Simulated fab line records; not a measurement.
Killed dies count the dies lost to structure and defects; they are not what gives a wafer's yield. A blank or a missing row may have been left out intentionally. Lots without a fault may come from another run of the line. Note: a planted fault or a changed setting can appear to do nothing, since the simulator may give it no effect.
A single fault, viewed from 2 desks / flow gf180mcu / what lay behind the numbers comes last; until then each desk has only its own

== DESK OF THE TOOL OWNER: lpcvd-02 ==
The tool's own readings at GF_POLY_GATE_CVD_00 (deposits poly-Si, target thk 200 nm, time 1200 s): means of the sampled wafers that have a number, for each lot that ran on this tool. A lot is out of limits, marked OUT, if its mean lies more than 4 standard deviations from the usual mean; the brackets give that distance.
Columns: A = pressure-mtorr at GF_POLY_GATE_CVD_00, usual 200.0 mTorr
lot=L188; first seen here=day 9 07:28; A=199.8
lot=L190; first seen here=day 9 17:49; A=199.8
lot=L194; first seen here=day 10 22:42; A=200.3
lot=L197; first seen here=day 11 18:34; A=199.4
lot=L200; first seen here=day 12 14:43; A=100.4 (-99 or more) OUT
lot=L201; first seen here=day 13 00:18; A=99.6 (-99 or more) OUT
This desk finds L200, L201 out of limits, L200 being first, at day 12 14:43 (pressure-mtorr at GF_POLY_GATE_CVD_00). In limits: L188, L190, L194, L197.

== THE METROLOGY DESK ==
Lot by lot, what the gauges showed, no matter which tool ran the lot: averages of those sampled wafers that carry a number. A lot is out of limits, marked OUT, if its mean lies more than 4 standard deviations from the usual mean; the brackets give that distance.
Columns: A = POLY_GATE_CVD_00_THK at GF_POLY_GATE_THK_MEAS_01, usual 199.5 nm; B = V1_CVD_02_THK at GF_V1_THK_MEAS_03, usual 850 nm
lot=L187; first seen here=day 9 03:54; A=202.3; B=843
lot=L188; first seen here=day 9 08:49; A=198.3; B=845
lot=L190; first seen here=day 9 19:10; A=198.6; B=853
lot=L192; first seen here=day 10 12:15; A=202.1; B=853
lot=L194; first seen here=day 11 00:42; A=199.6; B=846
lot=L197; first seen here=day 11 19:54; A=201.5; B=845
lot=L198; first seen here=day 12 03:10; A=200.6; B=853
lot=L199; first seen here=day 12 08:02; A=199.2; B=846
lot=L200; first seen here=day 12 16:04; A=138.7 (-36) OUT; B=855
lot=L201; first seen here=day 13 01:38; A=142.1 (-34) OUT; B=845
lot=L205; first seen here=day 14 03:39; A=198.5; B=854
This desk's result: L200, L201 out of limits, first on L200 (POLY_GATE_CVD_00_THK at GF_POLY_GATE_THK_MEAS_01), day 12 16:04. In limits: L187, L188, L190, L192, L194, L197, L198, L199, L205.

== BROUGHT TOGETHER ==
The tool owner's desk had the chance to raise an alarm at day 12 14:43 on L200, L201.
On L200, L201, the metrology desk was in a position to raise an alarm at day 12 16:04.
The lots listed all ran GF_POLY_GATE_CVD_00 on lpcvd-02.

== WHAT THE SIMULATOR HAD PUT IN ==
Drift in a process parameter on lpcvd-02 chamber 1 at GF_POLY_GATE_CVD_00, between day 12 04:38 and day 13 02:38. A move of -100 in setting pressure-mtorr, from 200. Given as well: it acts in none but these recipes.
Lots struck among those shown: L200, L201.
Fault start to first reading out of limits, in hours, per desk: tool owner, 10; metrology, 11.
